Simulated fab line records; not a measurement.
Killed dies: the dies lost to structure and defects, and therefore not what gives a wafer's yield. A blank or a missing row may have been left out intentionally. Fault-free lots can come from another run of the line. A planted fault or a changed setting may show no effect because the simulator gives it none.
Lot-split experiment | flow sky130 | 23 wafers read across 5 lots, on a route 708 steps long

ABOUT THE SPLIT
At SKY_VT_ADJUST_HVTP_COAT_02 (resist thk 1140 nm), the setting resist thk nm was moved away from the recipe's 1140 nm on 9 of the 23 wafers read, by -4.2% to +3.2%. The other wafers ran this setting at the recipe's value.

Reading taken at the split's own step.

THE READING
NOVOLAK_of_VT_ADJUST_HVTP_COAT_02.thk nm (the simulator's own value, which no gauge read), in nm, at SKY_VT_ADJUST_HVTP_COAT_02 (resist thk 1140 nm). The file gives no usual value for it. The 14 wafers here that ran the recipe average 1139 nm, standard deviation 1.6 nm.

wafer  | tool, chamber at the split | resist thk nm as run, nm | against the recipe | NOVOLAK_of_VT_ADJUST_HVTP_COAT_02.thk nm, nm | against lot-mates on the recipe
L074.1 | litho track-03, 0          | 1140                     | recipe             | 1137                                         | -
L074.3 | litho track-03, 0          | 1140                     | recipe             | 1142                                         | -
L074.4 | litho track-03, 0          | 1140                     | recipe             | 1138                                         | -
L074.5 | litho track-03, 0          | 1176                     | +3.2%              | 1175                                         | +36
L074.6 | litho track-03, 0          | 1176                     | +3.2%              | 1177                                         | +38
L079.1 | litho track-03, 0          | 1140                     | recipe             | 1137                                         | -
L079.3 | litho track-03, 0          | 1112                     | -2.5%              | 1109                                         | -28
L079.4 | litho track-03, 0          | 1140                     | recipe             | 1138                                         | -
L079.5 | litho track-03, 0          | 1112                     | -2.5%              | 1108                                         | -30
L079.6 | litho track-03, 0          | 1112                     | -2.5%              | 1108                                         | -30
L081.2 | litho track-04, 0          | 1140                     | recipe             | 1140                                         | -
L081.5 | litho track-04, 0          | 1140                     | recipe             | 1140                                         | -
L081.3 | litho track-04, 0          | 1092                     | -4.2%              | 1092                                         | -48
L081.4 | litho track-04, 0          | 1140                     | recipe             | 1141                                         | -
L081.6 | litho track-04, 0          | 1092                     | -4.2%              | 1096                                         | -44
L084.1 | litho track-01, 0          | 1108                     | -2.8%              | 1108                                         | -31
L084.2 | litho track-01, 0          | 1108                     | -2.8%              | 1107                                         | -32
L084.4 | litho track-01, 0          | 1140                     | recipe             | 1138                                         | -
L084.5 | litho track-01, 0          | 1140                     | recipe             | 1138                                         | -
L084.6 | litho track-01, 0          | 1140                     | recipe             | 1140                                         | -
L085.2 | litho track-03, 0          | 1140                     | recipe             | 1141                                         | -
L085.3 | litho track-03, 0          | 1140                     | recipe             | 1138                                         | -
L085.6 | litho track-03, 0          | 1140                     | recipe             | 1138                                         | -

THE FIT
A straight line over all 23 wafers: NOVOLAK_of_VT_ADJUST_HVTP_COAT_02.thk nm changes by +11.4 nm for each +1% of resist thk nm; r = +1.00; the points scatter about the line by 2 nm.
The same after taking each lot's own level away (the mean of its wafers on the recipe; 23 wafers): +11.4 nm for each +1%; r = +1.00; scatter 1.5 nm.
The reading moves by 48 nm for the largest change in resist thk nm, on that fit.
The lots' own levels span 1137.5 to 1140.3 nm, that is 1.8 times the standard deviation above.
So the lot-to-lot level changes the slope little: the two slopes agree.
Check: with one of the wafers moved furthest among these (-4.2%) left out of the fit, the line predicts -47.6 nm for it against its lot-mates. Against them it came out at -48.3 nm.

THESE WAFERS: OTHER SPLITS
Other splits were also applied to these wafers ahead of the reading. Each is held against what the fit with the lots' levels taken away leaves over:
other split on the same wafers       | wafers away from the commonest value | r with NOVOLAK_of_VT_ADJUST_HVTP_COAT_02.thk nm (lot level and that fit taken away)
SKY_FIELD_ISO_OXIDATION_01 ox time s | 15                                   | -0.22
SKY_FIELD_ISO_CVD_03 pressure mtorr  | 15                                   | +0.00
SKY_FIELD_ISO_EXPOSE_10 dose mj      | 10                                   | +0.00
SKY_FIELD_ISO_ETCH_14 source w       | 6                                    | -0.20
SKY_PWDE_IMPLANT_08 energy kev       | 6                                    | -0.18
SKY_NWELL_COAT_18 resist thk nm      | 4                                    | +0.01
SKY_NWELL_IMPLANT_24 dose cm2        | 7                                    | -0.01

THE WHOLE CHAIN: every reading that the file lists as answering this split, in the file's order
step                        | what it does       | reading                                                                                   | change (the file's fit)              | r (the file's)
SKY_VT_ADJUST_HVTP_COAT_02  | resist thk 1140 nm | NOVOLAK_of_VT_ADJUST_HVTP_COAT_02.thk nm (the simulator's own value, which no gauge read) | +11.3 nm for each +1% of the setting | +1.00
SKY_VT_ADJUST_HVTP_STRIP_10 | strips in O2/N2    | strip time to endpoint s                                                                  | withheld for each +1% of the setting | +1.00

FILE'S OWN FIT
NOVOLAK_of_VT_ADJUST_HVTP_COAT_02.thk nm changes by +11.3 nm for each +1% of resist thk nm, r = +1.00.
